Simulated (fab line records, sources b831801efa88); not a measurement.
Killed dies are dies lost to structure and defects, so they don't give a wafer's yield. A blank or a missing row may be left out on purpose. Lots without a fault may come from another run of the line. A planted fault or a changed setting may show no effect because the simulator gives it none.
Chamber matching | flow sky130 | SKY_CAP2M_CVD_00 on pecvd-04: 3 sister chambers
The step deposits SiO2, target thk 15.5 nm. 6 wafers are shown with their chamber, then 7 later ones without.

WAFERS WITH THEIR CHAMBER
wafer  | chamber | heater_power_w (W)
L082.2 | 0       | 785
L086.1 | 2       | 515
L086.3 | 0       | 831
L086.5 | 1       | 731
L090.3 | 1       | 720
L090.4 | 2       | 540

WAFERS WITHOUT THEIR CHAMBER
wafer  | heater_power_w (W)
L090.5 | 704
L092.2 | 567
L092.3 | 726
L092.4 | 557
L093.3 | 579
L093.4 | 756
L093.6 | 697

WHICH CHAMBER EACH WENT THROUGH
wafer  | from the rows above     | in truth
L090.5 | 1                       | 1
L092.2 | 2                       | 2
L092.3 | 1                       | 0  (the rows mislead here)
L092.4 | 2                       | 2
L093.3 | 2                       | 2
L093.4 | can't be placed: 1 or 0 | 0
L093.6 | 1                       | 1
Placed correctly: 5 of 7. Can't be placed from these rows: 1 (the true chamber is among the candidates in 1). Placed wrongly: 1.
How it was worked out, from the rows above alone: a wafer's distance from a chamber is the root of the sum, over the readings, of the square of ((its reading less the chamber's mean) divided by the reading's scatter). The wafer belongs to the nearest chamber; if the next one is less than 2 further off, it can't be placed. A chamber's mean is the mean of its shown wafers. The scatter: the root of (the sum of the squares of (reading less its chamber's mean) over the shown wafers, divided by (wafers less chambers)).
